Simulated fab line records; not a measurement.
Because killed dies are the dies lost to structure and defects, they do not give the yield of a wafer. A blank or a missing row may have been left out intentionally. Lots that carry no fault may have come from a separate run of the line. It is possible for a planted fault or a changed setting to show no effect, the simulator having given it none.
Which of the tools did it? :: flow gf180mcu :: 42 wafers from 14 lots sampled at 2 of the route's 602 steps

WHAT THE GAUGES READ, wafer by wafer
GF_NSD_OVL_MEAS_08.
lot: L431
measured: day 13 08:16
on: overlay-01
NSD_OVL (nm): 0.5 -0.4 1.5

lot: L433
measured: day 13 21:12
on: overlay-02
NSD_OVL (nm): 0.4 0.6 0.6

lot: L434
measured: day 14 10:04
on: overlay-01
NSD_OVL (nm): -1.4 -1.2 -1.0

lot: L435
measured: day 14 12:39
on: overlay-02
NSD_OVL (nm): -1.6 1.3 0.6

lot: L436
measured: day 15 01:40
on: overlay-02
NSD_OVL (nm): -2.7 -3.2 -1.7

lot: L437
measured: day 15 10:25
on: overlay-01
NSD_OVL (nm): -0.3 -2.0 -1.8

lot: L440
measured: day 16 08:43
on: overlay-02
NSD_OVL (nm): -0.2 0.0 -0.8

lot: L442
measured: day 17 04:49
on: overlay-02
NSD_OVL (nm): -1.3 0.3 -0.7

lot: L443
measured: day 17 13:55
on: overlay-02
NSD_OVL (nm): 0.5 1.5 1.5

lot: L445
measured: day 18 03:34
on: overlay-01
NSD_OVL (nm): 1.1 1.7 -0.1

lot: L446
measured: day 18 08:08
on: overlay-02
NSD_OVL (nm): 1.0 0.7 0.4

lot: L447
measured: day 18 23:16
on: overlay-01
NSD_OVL (nm): 0.4 -1.2 -1.4

lot: L450
measured: day 19 21:49
on: overlay-02
NSD_OVL (nm): -0.2 -0.5 -0.4

lot: L451
measured: day 20 02:46
on: overlay-02
NSD_OVL (nm): 1.4 0.8 -0.6

EACH LOT AND THE TOOL THAT RAN IT (in order: tool; ch and the chambers of the sampled wafers; start)
lot: L431
GF_HV_LDD_RTA_52: rtp_anneal-02 ch 0, day 12 09:25

lot: L433
GF_HV_LDD_RTA_52: rtp_anneal-02 ch 0, day 12 22:25

lot: L434
GF_HV_LDD_RTA_52: rtp_anneal-02 ch 0, day 13 08:10

lot: L435
GF_HV_LDD_RTA_52: rtp_anneal-02 ch 0, day 13 13:36

lot: L436
GF_HV_LDD_RTA_52: rtp_anneal-02 ch 0, day 14 02:10

lot: L437
GF_HV_LDD_RTA_52: rtp_anneal-02 ch 0, day 14 09:40

lot: L440
GF_HV_LDD_RTA_52: rtp_anneal-02 ch 0, day 15 08:28

lot: L442
GF_HV_LDD_RTA_52: rtp_anneal-02 ch 0, day 16 04:07

lot: L443
GF_HV_LDD_RTA_52: rtp_anneal-01 ch 0, day 16 11:06

lot: L445
GF_HV_LDD_RTA_52: rtp_anneal-02 ch 0, day 16 23:55

lot: L446
GF_HV_LDD_RTA_52: rtp_anneal-01 ch 0, day 17 06:07

lot: L447
GF_HV_LDD_RTA_52: rtp_anneal-02 ch 0, day 17 19:51

lot: L450
GF_HV_LDD_RTA_52: rtp_anneal-01 ch 0, day 18 19:00

lot: L451
GF_HV_LDD_RTA_52: rtp_anneal-01 ch 0, day 18 23:33
- GF_HV_LDD_RTA_52: time 10 s.

AS READ BY THE TOOLS THEMSELVES (means over the sampled wafers that have a number; for cases with no such wafer, the mark the record gives instead)
GF_HV_LDD_RTA_52.
lot: L431
tool: rtp_anneal-02
lamp_power_pct (%): 34.4
wafer_temp_C_max: 1003.3

lot: L433
tool: rtp_anneal-02
lamp_power_pct (%): 34.4
wafer_temp_C_max: 1003.2

lot: L434
tool: rtp_anneal-02
lamp_power_pct (%): 34.4
wafer_temp_C_max: 1003.3

lot: L435
tool: rtp_anneal-02
lamp_power_pct (%): 34.4
wafer_temp_C_max: 1003.2

lot: L436
tool: rtp_anneal-02
lamp_power_pct (%): 34.4
wafer_temp_C_max: 1003.1

lot: L437
tool: rtp_anneal-02
lamp_power_pct (%): 34.4
wafer_temp_C_max: 1002.9

lot: L440
tool: rtp_anneal-02
lamp_power_pct (%): 34.4
wafer_temp_C_max: 1004.1

lot: L442
tool: rtp_anneal-02
lamp_power_pct (%): 34.4
wafer_temp_C_max: 1003.6

lot: L443
tool: rtp_anneal-01
lamp_power_pct (%): 36.5
wafer_temp_C_max: 1003.9

lot: L445
tool: rtp_anneal-02
lamp_power_pct (%): 34.4
wafer_temp_C_max: 1003.6

lot: L446
tool: rtp_anneal-01
lamp_power_pct (%): 36.5
wafer_temp_C_max: 1004.2

lot: L447
tool: rtp_anneal-02
lamp_power_pct (%): 34.4
wafer_temp_C_max: 1003.4

lot: L450
tool: rtp_anneal-01
lamp_power_pct (%): 36.5
wafer_temp_C_max: 1004.0

lot: L451
tool: rtp_anneal-01
lamp_power_pct (%): 36.5
wafer_temp_C_max: 1003.9

THE ANSWER, worked out from the rows above alone
Rule: what is usual is taken from the lots themselves. Put in order of their means at a reading, lots are off if they are a third of the lots or fewer, leave a main group of 4 or more, and stand apart from it by a gap of 3 or more times the standard deviation of the main group's means; of several such gaps the widest counts. Not used: any main group whose means are identical at the precision the tables above print for the reading. Also off: a lot with no number at a reading for which 4 or more lots have one. Any other lot the step has rows for is counted as sound. The gauges are gone through in route order, then the tools' own readings, and for those a lot's mean is taken as printed above. The first step at which some lot is off is used, and at that step the reading that is off furthest; a lot without a number counts as furthest.
Across all readings shown, no lot is off: no conclusion can be drawn from this.

WHAT HAD BEEN PUT IN BY THE SIMULATOR
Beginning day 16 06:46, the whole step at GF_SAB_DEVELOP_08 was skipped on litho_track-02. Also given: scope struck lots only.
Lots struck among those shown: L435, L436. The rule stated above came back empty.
